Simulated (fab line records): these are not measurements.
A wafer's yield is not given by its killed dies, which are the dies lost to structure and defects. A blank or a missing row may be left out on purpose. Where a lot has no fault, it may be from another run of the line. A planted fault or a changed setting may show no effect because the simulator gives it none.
Matching of chambers	flow gf180mcu	4 sister chambers for GF_CONTACT_CMP_04 on cmp-02
The step polishes SiO2. 4 wafers are shown with their chamber, then 12 later ones without.

## WAFERS PAIRED WITH THEIR CHAMBERS
wafer	chamber	motor current A (A)
L088.4	3	12.5
L089.3	0	12.4
L090.2	1	11.1
L090.6	2	12.4

## WAFERS WHOSE CHAMBER IS MISSING
wafer	motor current A (A)
L090.1	11.4
L090.3	11.7
L090.5	11.7
L093.4	11.7
L093.5	12.5
L093.6	11.9
L094.1	12.3
L094.5	11.7
L094.6	12.7
L096.2	11.3
L096.5	11.4
L096.6	11.9

## WHICH CHAMBER EACH WENT THROUGH
wafer	from the rows above	in truth
L090.1	can't be placed: 1 or 0 or 2 or 3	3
L090.3	can't be placed: 1 or 0 or 2 or 3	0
L090.5	can't be placed: 1 or 0 or 2 or 3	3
L093.4	can't be placed: 1 or 0 or 2 or 3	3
L093.5	can't be placed: 3 or 0 or 2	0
L093.6	can't be placed: 0 or 2 or 3 or 1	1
L094.1	can't be placed: 0 or 2 or 3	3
L094.5	can't be placed: 1 or 0 or 2 or 3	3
L094.6	can't be placed: 3 or 0 or 2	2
L096.2	1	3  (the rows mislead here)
L096.5	can't be placed: 1 or 0 or 2 or 3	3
L096.6	can't be placed: 0 or 2 or 3 or 1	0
Correct placement for 0 of the 12. Unplaceable from these rows: 11, with the true chamber sitting among the candidates in 11. Placed wrongly: 1.
How it was worked out, from the rows above alone: a wafer's distance from a chamber is the root of the sum, over the readings, of the square of ((its reading less the chamber's mean) divided by the reading's scatter). The wafer belongs to the nearest chamber; if the next one is less than 2 further off, it can't be placed. The mean given for a chamber averages the wafers shown for that chamber. The scatter: root of mean squared gap, hidden wafer to nearest shown wafer, with one shown wafer a chamber.
